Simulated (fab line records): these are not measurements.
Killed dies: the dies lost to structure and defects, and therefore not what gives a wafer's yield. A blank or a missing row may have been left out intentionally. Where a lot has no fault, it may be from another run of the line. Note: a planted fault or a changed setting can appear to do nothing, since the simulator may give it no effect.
A single fault, viewed from 2 desks    flow gf180mcu    numbers are kept per desk, each desk with only its own; the story behind them comes last

== TOOL OWNER'S DESK, pvd-sputter-04 ==
The tool's own readings at GF_M4_SPUTTER_00 (material Ti, target thk 37.5 nm, time 150 s): means of the sampled wafers that have a number, for each lot that ran on this tool. Marked OUT: a lot whose mean sits more than 4 standard deviations from the usual mean, which makes it out of limits; the brackets give that distance.
Columns: A = substrate-temp-c at GF_M4_SPUTTER_00, usual 199.99 C; B = throttle-valve-pct at GF_M4_SPUTTER_00, usual 30.6 %
lot   first seen here  A       B
L674  day 23 01:40     199.99  30.8
L683  day 25 20:20     199.95  29.9
L685  day 27 00:14     200.02  29.8
L694  day 29 05:16     200.03  32.0
Result from this desk: across the 4 lots, nothing is out of limits.

== AT THE METROLOGY DESK ==
Lot by lot, what the gauges showed, no matter which tool ran the lot: averages of those sampled wafers that carry a number. Marked OUT: a lot whose mean sits more than 4 standard deviations from the usual mean, which makes it out of limits; the brackets give that distance.
Columns: A = V5_W_THK at GF_V5_THK_MEAS_25, usual 359 nm
lot   first seen here  A
L674  day 27 23:10     362
L675  day 28 00:01     355
L676  day 28 08:17     349
L677  day 28 20:25     358
L682  day 30 03:40     349
L683  day 30 06:45     360
L685  day 31 07:02     365
L687  day 31 15:03     360
L688  day 31 20:01     351
L689  day 32 01:45     364
L691  day 32 21:47     363
L694  day 33 06:16     358
L697  day 33 18:10     366
Result from this desk: across the 13 lots, nothing is out of limits.

== ALL TOGETHER ==
Nothing out of limits was seen by the tool owner's desk.
Nothing out of limits was seen by the metrology desk.

== WHAT THE SIMULATOR PUT IN ==
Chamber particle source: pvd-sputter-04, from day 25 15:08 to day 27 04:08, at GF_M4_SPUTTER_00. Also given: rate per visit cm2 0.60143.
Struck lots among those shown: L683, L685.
